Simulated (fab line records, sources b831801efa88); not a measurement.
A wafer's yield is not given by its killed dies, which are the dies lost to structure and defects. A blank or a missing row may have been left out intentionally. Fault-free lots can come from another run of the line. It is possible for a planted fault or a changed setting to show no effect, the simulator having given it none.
One fault through the eyes of 2 desks ; flow gf180mcu ; numbers are kept per desk, each desk with only its own; the story behind them comes last

== AT THE METROLOGY DESK ==
Lot by lot, what the gauges showed, no matter which tool ran the lot: averages of those sampled wafers that carry a number. Any lot whose mean is over 4 standard deviations away from the usual mean is out of limits and marked OUT; that distance is given in the brackets.
Columns: A = MVPSD_RS at GF_VT_IMPLANT_RS_MEAS_49, usual 1169 ohm/sq; B = HV_LDD_02_OVL at GF_HV_LDD_OVL_MEAS_32, usual -0.1 nm; C = cd-nm at GF_HV_LDD_CD_MEAS_46, usual 400.2 nm; D = HV_LDD_03_OVL at GF_HV_LDD_OVL_MEAS_47, usual 0.4 nm
lot;first seen here;A;B;C;D
L295;day 7 13:23;1168;0.6;397.5;0.7
L298;day 8 07:13;1171;0.7;401.2;0.0
L299;day 8 11:51;1167;-0.9;400.7;-0.4
L300;day 8 18:08;1170;1.2;400.0;-0.7
L301;day 8 21:24;1172;-0.0;397.6;2.5
L303;day 9 08:55;1169;1.9;401.7;-0.5
L304;day 9 15:26;1170;-0.4;400.4;0.4
L305;day 9 18:56;1172;0.4;398.5;-0.6
L307;day 10 08:38;1169;1.7;398.4;1.4
L309;day 10 20:03;1167;-0.4;399.3;0.9
L310;day 11 06:10;1168;-0.3;400.1;0.2
L314;day 12 04:31;1167;1.6;398.9;-1.0
L311;day 16 11:49;-;-0.5;398.2;-1.4
L315;day 17 15:21;-;-2.7;398.7;0.9
This desk's verdict: no lot among the 14 shows anything out of limits.

== AT THE TOOL OWNER'S DESK: implanter-01 ==
GF_MVPSD_IMPLANT_09, tool's own readings: per-lot mean of the sampled wafers with a number, covering each lot this tool ran. Any lot whose mean is over 4 standard deviations away from the usual mean is out of limits and marked OUT; that distance is given in the brackets.
Columns: A = end-station-pressure-torr at GF_MVPSD_IMPLANT_09, usual 5.02e-06 Torr; B = tilt-deg at GF_MVPSD_IMPLANT_09, usual -0.001 degrees
lot;first seen here;A;B
L301;day 6 14:46;5.24e-06;0.001
L305;day 7 13:40;4.85e-06;-0.001
L307;day 7 23:49;5.28e-06;0.001
L311;day 8 15:11;4.96e-06;13.060 (+99 or more) OUT
L315;day 9 09:16;4.75e-06;13.069 (+99 or more) OUT
This desk's finding: out of limits on L311, L315; first on L311, day 8 15:11 (tilt-deg at GF_MVPSD_IMPLANT_09). Within limits: L301, L305, L307.

== PUT TOGETHER ==
An alarm could have come from the tool owner's desk at day 8 15:11, on L311, L315.
From the metrology desk's view, nothing was out of limits.
The metrology desk holds a record of L311, L315, inside its limits.
On implanter-01, each named lot ran GF_MVPSD_IMPLANT_09.

== WHAT THE SIMULATOR HAD INSERTED ==
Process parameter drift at GF_MVPSD_IMPLANT_09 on implanter-01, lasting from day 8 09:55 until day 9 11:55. From 0, the setting tilt-deg moved by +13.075. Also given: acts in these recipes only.
Shown lots that were struck: L311, L315.
Each desk's first reading out of limits, in hours after the fault started: the tool owner's desk, 5.
